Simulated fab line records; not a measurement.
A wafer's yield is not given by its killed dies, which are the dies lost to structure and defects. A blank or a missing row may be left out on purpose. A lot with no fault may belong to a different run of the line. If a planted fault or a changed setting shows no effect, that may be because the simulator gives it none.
fab line records	flow gf180mcu
record lots=14	wafers=42	lastDay=34
route steps=602 shown NSD@242 SAB@264 SALICIDE@280
lots untouched by any fault: they come from a run of this same line in which no faults occurred
startH: start of the lot's first displayed wafer, in hours after the record's first day	waitH: hours elapsed since this lot's preceding step	" repeats the value in the row above	L1.1+2: several wafers, shown together as one row	- no value, or no start was given	* or withheld: withheld	< > ~ a bound
route shown NAME@n: names a module that has steps shown in the file, with the first one's number in the route	usual: mean/standard deviation of fault-free wafers	same: alike in all rows	chamber/n: place in a boat	sites: each site's reading	_std_site: standard deviation of those values	_edge_site: the outer-site mean with the inner-site mean subtracted	radiusMm: for every site, how far away it sits from the centre of the wafer	mask NAME#n: copy n	behind: the tool/chamber that last shaped the wafer	hold: why the lot was held/for how many hours/how that ended	device: names the non-switching transistor (n, p or np)	end of line: the route-end tests of the same wafers	a step without rows: its recipe alone	killed: the dies lost at the first sort to structure and to defects; this is not the yield of the wafer	map: a wafer's dies, marking killed ones x, the rest . and places with no die _
set.NAME: setting as actually run; set.NAME@STEP: the setting as run at that earlier step	model.NAME: the simulator's own value behind a step, which no gauge read
route steps across a sampled set of lots; one table per step, one row per wafer
services: from which hour (startH, from the record's first day; less than 0 if before it) a tool's chamber was out of use, for how many hours, and why
## steps
# step GF_NSD_CD_MEAS_07
# recipe targetCdNm=400
# usual cdNm=398.8/2
lot.wafer	tool	chamber	startH	waitH	cdNm
L407.1	cdSem-02	-	306.20	0.1	395.6
L407.4	"	-	"	"	395.3
L407.5	"	-	"	"	396.2
L408.1	cdSem-02	-	316.70	0.1	399.1
L408.4	"	-	"	"	395.8
L408.5	"	-	"	"	395.2
L409.1	cdSem-02	-	320.80	0.1	396.1
L409.3	"	-	"	"	396.9
L409.6	"	-	"	"	395.8
L410.1	cdSem-01	-	329.85	0.1	399.1
L410.2	"	-	"	"	399.6
L410.5	"	-	"	"	400.2
L412.2	cdSem-01	-	346.62	0.1	401.6
L412.3	"	-	"	"	400.6
L412.5	"	-	"	"	403.5
L413.3	cdSem-01	-	358.09	0.1	399.1
L413.5	"	-	"	"	399.8
L413.6	"	-	"	"	399.5
L414.1	cdSem-02	-	365.35	0.1	400.9
L414.5	"	-	"	"	402.1
L414.6	"	-	"	"	401.9
L417.1	cdSem-01	-	394.15	0.1	393.8
L417.3	"	-	"	"	394.7
L417.5	"	-	"	"	394.9
L418.1	cdSem-02	-	397.10	0.1	397.1
L418.2	"	-	"	"	398.7
L418.5	"	-	"	"	397.2
L423.2	cdSem-01	-	445.27	0.1	399.0
L423.4	"	-	"	"	397.2
L423.6	"	-	"	"	399.5
L425.1	cdSem-02	-	453.40	0.1	402.8
L425.2	"	-	"	"	398.2
L425.5	"	-	"	"	399.8
L426.2	cdSem-02	-	459.32	0.1	400.1
L426.3	"	-	"	"	400.0
L426.5	"	-	"	"	400.1
L427.2	cdSem-01	-	474.47	0.1	399.2
L427.3	"	-	"	"	399.1
L427.5	"	-	"	"	399.2
L428.3	cdSem-02	-	480.69	0.1	400.6
L428.5	"	-	"	"	398.2
L428.6	"	-	"	"	398.1
# step GF_SAB_CVD_00
# recipe material=SiO2	targetThkNm=50	precursor=TEOS	tempC=400	timeS=4.9302	rfW=600
# usual heaterPowerW=668/67
lot.wafer	tool	chamber	startH	waitH	heaterPowerW
L407.1	pecvd-03	1	328.19	0.1	637
L407.4	"	0	"	"	550
L407.5	"	1	"	"	661
L408.1	pecvd-02	1	338.90	0.1	738
L408.4	"	2	"	"	818
L408.5	"	0	"	"	743
L409.1	pecvd-03	0	343.09	0.1	609
L409.3	"	1	"	"	723
L409.6	"	2	"	"	549
L410.1	pecvd-04	0	352.75	0.1	699
L410.2	"	1	"	"	568
L410.5	"	1	"	"	577
L412.2	pecvd-03	2	369.55	0.1	590
L412.3	"	1	"	"	714
L412.5	"	0	"	"	643
L413.3	pecvd-03	0	381.39	0.1	668
L413.5	"	0	"	"	633
L413.6	"	1	"	"	667
L413.3	pecvd-03	0	381.58	0.2	676
L413.5	"	0	"	"	678
L413.6	"	1	"	"	671
L414.1	pecvd-02	2	389.24	0.1	815
L414.5	"	1	"	"	684
L414.6	"	0	"	"	769
L414.1	pecvd-02	2	389.42	0.2	792
L414.5	"	1	"	"	693
L414.6	"	0	"	"	782
L417.1	pecvd-03	0	418.49	0.1	671
L417.3	"	2	"	"	617
L417.5	"	2	"	"	637
L418.1	pecvd-03	1	421.85	0.1	629
L418.2	"	0	"	"	636
L418.5	"	0	"	"	637
L423.2	pecvd-02	2	470.79	0.1	830
L423.4	"	1	"	"	709
L423.6	"	2	"	"	822
L425.1	pecvd-04	1	478.39	0.1	616
L425.2	"	2	"	"	631
L425.5	"	1	"	"	600
L426.2	pecvd-04	2	484.14	0.1	687
L426.3	"	1	"	"	629
L426.5	"	1	"	"	623
L427.2	pecvd-04	1	499.61	0.1	605
L427.3	"	0	"	"	652
L427.5	"	2	"	"	648
L428.3	pecvd-03	1	505.59	0.1	735
L428.5	"	0	"	"	657
L428.6	"	1	"	"	587
# step GF_SAB_THK_MEAS_01
# recipe reads=SiO2_of_SAB_CVD_00
# usual SAB_CVD_00_THK=50.3/0.68
lot.wafer	tool	chamber	startH	waitH	SAB_CVD_00_THK[nm]
L407.1	filmMetro-04	-	328.21	0.0	50.3
L407.4	"	-	"	"	50.2
L407.5	"	-	"	"	51.0
L408.1	filmMetro-02	-	338.92	0.0	49.9
L408.4	"	-	"	"	49.9
L408.5	"	-	"	"	51.5
L409.1	filmMetro-03	-	343.11	0.0	49.5
L409.3	"	-	"	"	49.7
L409.6	"	-	"	"	50.4
L410.1	filmMetro-02	-	352.77	0.0	49.8
L410.2	"	-	"	"	51.3
L410.5	"	-	"	"	51.4
L412.2	filmMetro-03	-	369.58	0.0	49.1
L412.3	"	-	"	"	49.3
L412.5	"	-	"	"	50.3
L413.3	filmMetro-02	-	381.62	0.0	101.2
L413.5	"	-	"	"	102.4
L413.6	"	-	"	"	101.4
L414.1	filmMetro-03	-	389.44	0.0	100.1
L414.5	"	-	"	"	102.5
L414.6	"	-	"	"	102.4
L417.1	filmMetro-03	-	418.51	0.0	50.4
L417.3	"	-	"	"	49.4
L417.5	"	-	"	"	49.8
L418.1	filmMetro-03	-	421.87	0.0	50.7
L418.2	"	-	"	"	50.4
L418.5	"	-	"	"	50.7
L423.2	filmMetro-03	-	470.82	0.0	49.8
L423.4	"	-	"	"	50.3
L423.6	"	-	"	"	50.0
L425.1	filmMetro-03	-	478.41	0.0	50.8
L425.2	"	-	"	"	49.3
L425.5	"	-	"	"	51.3
L426.2	filmMetro-04	-	484.17	0.0	50.2
L426.3	"	-	"	"	50.3
L426.5	"	-	"	"	51.4
L427.2	filmMetro-02	-	499.64	0.0	50.1
L427.3	"	-	"	"	50.1
L427.5	"	-	"	"	50.4
L428.3	filmMetro-04	-	505.63	0.0	49.5
L428.5	"	-	"	"	51.1
L428.6	"	-	"	"	50.5
# step GF_SALICIDE_SPUTTER_02
# recipe material=Co	targetThkNm=10	powerW=1000	timeS=20	chamberPressurePa=0.4
# usual throttleValvePct=29.6/1
lot.wafer	tool	chamber	startH	waitH	throttleValvePct
L407.1	pvdSputter-04	-	349.25	0.0	30.9
L407.4	"	-	"	"	29.1
L407.5	"	-	"	"	29.3
L408.1	pvdSputter-04	-	361.14	0.0	29.2
L408.4	"	-	"	"	30.8
L408.5	"	-	"	"	29.3
L409.1	pvdSputter-03	-	364.50	0.0	29.2
L409.3	"	-	"	"	31.3
L409.6	"	-	"	"	31.4
L410.1	pvdSputter-04	-	374.79	0.0	30.8
L410.2	"	-	"	"	29.0
L410.5	"	-	"	"	30.6
L412.2	pvdSputter-03	-	393.36	0.0	31.4
L412.3	"	-	"	"	29.3
L412.5	"	-	"	"	30.2
L413.3	pvdSputter-01	-	405.10	0.0	29.2
L413.5	"	-	"	"	28.8
L413.6	"	-	"	"	29.4
L414.1	pvdSputter-01	-	412.85	0.0	28.8
L414.5	"	-	"	"	28.9
L414.6	"	-	"	"	30.4
L417.1	pvdSputter-04	-	443.23	0.0	28.1
L417.3	"	-	"	"	30.7
L417.5	"	-	"	"	27.9
L418.1	pvdSputter-01	-	446.65	0.0	30.4
L418.2	"	-	"	"	28.6
L418.5	"	-	"	"	28.9
L423.2	pvdSputter-01	-	494.81	0.0	28.8
L423.4	"	-	"	"	29.1
L423.6	"	-	"	"	29.4
L425.1	pvdSputter-04	-	501.94	0.0	28.5
L425.2	"	-	"	"	29.2
L425.5	"	-	"	"	27.6
L426.2	pvdSputter-04	-	507.04	0.0	27.6
L426.3	"	-	"	"	30.8
L426.5	"	-	"	"	28.4
L427.2	pvdSputter-03	-	523.35	0.0	31.4
L427.3	"	-	"	"	29.0
L427.5	"	-	"	"	29.9
L428.3	pvdSputter-01	-	528.49	0.0	30.1
L428.5	"	-	"	"	30.6
L428.6	"	-	"	"	28.9
# step GF_SALICIDE_RS_MEAS_04
# recipe thkMeasGauge=four-point-probe	reads=TiN_of_SALICIDE_SPUTTER_03+Co_of_SALICIDE_SPUTTER_02
# usual SALICIDE_TIN_RS=16.2/0.3
lot.wafer	tool	chamber	startH	waitH	SALICIDE_TIN_RS[ohm/sq]
L407.1	filmMetro-03	-	349.31	0.0	16.7
L407.4	"	-	"	"	16.4
L407.5	"	-	"	"	16.3
L408.1	filmMetro-03	-	361.20	0.0	16.5
L408.4	"	-	"	"	16.6
L408.5	"	-	"	"	16.5
L409.1	filmMetro-01	-	364.56	0.0	16.2
L409.3	"	-	"	"	16.7
L409.6	"	-	"	"	16.6
L410.1	filmMetro-01	-	374.85	0.0	16.4
L410.2	"	-	"	"	15.8
L410.5	"	-	"	"	16.1
L412.2	filmMetro-01	-	393.43	0.0	16.8
L412.3	"	-	"	"	16.6
L412.5	"	-	"	"	16.4
L413.3	filmMetro-03	-	405.19	0.1	16.0
L413.5	"	-	"	"	15.9
L413.6	"	-	"	"	16.2
L414.1	filmMetro-01	-	412.90	0.0	16.0
L414.5	"	-	"	"	16.1
L414.6	"	-	"	"	16.6
L417.1	filmMetro-03	-	443.29	0.0	15.8
L417.3	"	-	"	"	15.8
L417.5	"	-	"	"	15.9
L418.1	filmMetro-01	-	446.70	0.0	16.3
L418.2	"	-	"	"	16.1
L418.5	"	-	"	"	16.3
L423.2	filmMetro-01	-	494.89	0.0	16.4
L423.4	"	-	"	"	16.4
L423.6	"	-	"	"	16.8
L425.1	filmMetro-01	-	502.00	0.0	15.9
L425.2	"	-	"	"	15.8
L425.5	"	-	"	"	16.0
L426.2	filmMetro-01	-	507.12	0.0	16.1
L426.3	"	-	"	"	16.1
L426.5	"	-	"	"	15.8
L427.2	filmMetro-01	-	523.42	0.0	16.0
L427.3	"	-	"	"	15.8
L427.5	"	-	"	"	15.8
L428.3	filmMetro-02	-	528.59	0.1	16.4
L428.5	"	-	"	"	16.2
L428.6	"	-	"	"	16.4
## services
tool	chamber	startH	hours	kind
pecvd-02	-	304.46	1.1	repair
pvdSputter-03	-	312.70	1.9	repair
pecvd-03	-	321.54	0.7	repair
pvdSputter-04	-	325.41	2.0	repair
pvdSputter-03	-	350.03	2.2	repair
pecvd-04	-	378.25	2.8	pm
pvdSputter-04	0	389.83	-	consumableReplace:kit
pvdSputter-04	0	389.83	18.0	scheduledDown
pvdSputter-04	0	389.83	18.0	ventCycle
pvdSputter-03	-	409.77	2.7	repair
pecvd-03	1	413.79	4.5	repair
pecvd-04	1	423.68	16.3	repair
pvdSputter-01	-	424.47	1.6	repair
pvdSputter-03	-	425.99	5.9	repair
pvdSputter-03	-	428.41	1.0	repair
pvdSputter-03	2	432.01	-	consumableReplace:kit
pvdSputter-03	2	432.01	18.0	scheduledDown
pvdSputter-03	2	432.01	18.0	ventCycle
pecvd-03	2	439.94	8.9	repair
pecvd-02	1	446.94	7.9	repair
pvdSputter-03	-	451.06	2.8	repair
pecvd-03	0	455.44	3.5	repair
pecvd-04	0	462.11	16.7	repair
pecvd-03	2	518.37	5.8	repair
## key
firstSign step=GF_SAB_CVD_00	reading=visit	direction=added
effect step=GF_SAB_THK_MEAS_01	reading=SAB_CVD_00_THK	direction=up	sigmas=76	usual=50.3	struck=101.7
metAt GF_SAB_CVD_00
struckLots L413,L414
testerLeftOut L413,L414
notActingAt GF_NSD_CD_MEAS_07,GF_SALICIDE_SPUTTER_02,GF_SALICIDE_RS_MEAS_04
fault kind=repeatedStepWhole	tool=pecvd-02,pecvd-03,pecvd-04	chamber=-	onsetH=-	steps=GF_SAB_CVD_00	times=1	scope=struckLotsOnly
# testerLeftOut: of these lots the tester's yield and bins aren't shown, on N5 and GAA mostly nor the transistor test; their killed dies are dies lost to structure and defects alone, not to doping, threshold or leakage, so they don't give the yield
